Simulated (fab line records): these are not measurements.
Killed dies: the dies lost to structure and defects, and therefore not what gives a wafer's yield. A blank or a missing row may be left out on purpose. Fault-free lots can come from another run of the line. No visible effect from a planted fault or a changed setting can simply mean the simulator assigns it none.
Struck lot and sound lot, side by side || flow sky130 || 16 steps out of a route of 708
Sound: the wafers L561.1, L561.5, L561.6. Struck: wafers L566.1, L566.3, L566.6. The cause comes at the end.
For every step that has rows: the tool of each side, followed by ch and its chambers, followed by its first start. Under that, the readings that differ: sound wafers || struck wafers || difference of the means || sigmas: that difference in standard deviations of wafers without a fault.
alike: words and numbers the same on both sides, and readings whose means are apart by under 2 such deviations; not compared: readings that were withheld, readings missing a value for some wafer, numbers with overlapping values and no deviation given by the record, and bounds like >300 which may hide the same value.
Wherever a step has rows on one side only, a row that says differs or no value, or a row with sigmas, the two part there. Numbers that don't overlap but have no deviation are shown without sigmas and don't part them. A reading missing from all wafers of one side parts the sides only when that side holds two or more wafers.

SKY_POLY_GATE_THK_MEAS_04:
  struck on film-metro-03, day 18 00:58; sound on film-metro-03, day 15 23:50
  alike: POLY_GATE_CVD_03_THK
then, 8 steps without rows for these wafers: SKY_POLY_GATE_DEHYDRATE_05 (time 60 s); SKY_POLY_GATE_HMDS_06 (prime time 60 s); SKY_POLY_GATE_COAT_07 (resist thk 110 nm); SKY_POLY_GATE_COAT_08 (resist thk 441.2 nm); SKY_POLY_GATE_SOFTBAKE_09 (time 90 s); SKY_POLY_GATE_EXPOSE_10 (exposes mask P1M, target cd 150 nm); SKY_POLY_GATE_PEB_11; SKY_POLY_GATE_DEVELOP_12 (develop time 60 s).
SKY_POLY_GATE_CD_MEAS_13 targets a cd of 150 nm.
  struck on cd-sem-02, day 19 07:35; sound on cd-sem-01, day 17 03:06
  alike: cd-nm
SKY_POLY_GATE_OVL_MEAS_14:
  struck on overlay-02, day 19 07:43; sound on overlay-01, day 17 03:13
  alike: POLY_GATE_OVL
SKY_POLY_GATE_ETCH_15: etches BARC in N2/H2, stops on SiO2, time 118.5 s, target depth 110 nm.
  sound on rie-diel-03 ch 0,1,3, day 17 03:16; struck on rie-diel-01 ch 0,2,3, day 19 07:45
  alike: bias-w, drypump-motor-current-A, oes-product-au, rf-fwd-power-W, throttle-valve-pct
  not compared: rf-hours-counter-h
SKY_POLY_GATE_ETCH_16: etches Si3N4 in CH3F/O2, stops on poly-Si, time 147.5 s, target depth 75 nm.
  sound on rie-diel-03 ch 0,1,3, day 17 03:20; struck on rie-diel-01 ch 0,2,3, day 19 07:50
{"reading": "rf-fwd-power-W (W)", "sound": "398.4 397.3 399.0", "struck": "335.3 334.6 332.6", "difference": -64.1, "sigmas": -46}
  alike: bias-w, drypump-motor-current-A, oes-product-au, throttle-valve-pct
  not compared: rf-hours-counter-h, model.KrF-thick_of_POLY_GATE_COAT_08.thk-nm
SKY_POLY_GATE_ETCH_17: etches poly-Si in HBr/Cl2, stops on SiO2, target depth 180 nm, time 70.5 s.
  sound on rie-si-01 ch 0,1, day 17 03:26; struck on rie-si-01 ch 0,3, day 19 07:56
  alike: bias-w, drypump-motor-current-A, mfc-cl2-sccm, oes-product-au, rf-fwd-power-W, throttle-valve-pct
  not compared: rf-hours-counter-h, model.KrF-thick_of_POLY_GATE_COAT_08.thk-nm
SKY_POLY_GATE_STRIP_18: strips in O2/N2.
  sound on plasma-asher-02 ch 0,1, day 17 03:29; struck on plasma-asher-04 ch 0, day 19 07:59
  alike: drypump-motor-current-A, oes-product-au, strip-time-to-endpoint-s
  not compared: rf-hours-counter-h
SKY_PAD_OPEN_PROBE_99:
  the record holds rows for the sound wafers here (prober-01, day 46 09:55) but none for the struck ones

WHERE THEY PART
First at SKY_POLY_GATE_ETCH_16; last, within this record, at SKY_PAD_OPEN_PROBE_99.

WHY: what the simulator had put in
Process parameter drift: rie-diel-01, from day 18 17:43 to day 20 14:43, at SKY_POLY_GATE_ETCH_16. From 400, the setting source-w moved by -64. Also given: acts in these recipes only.
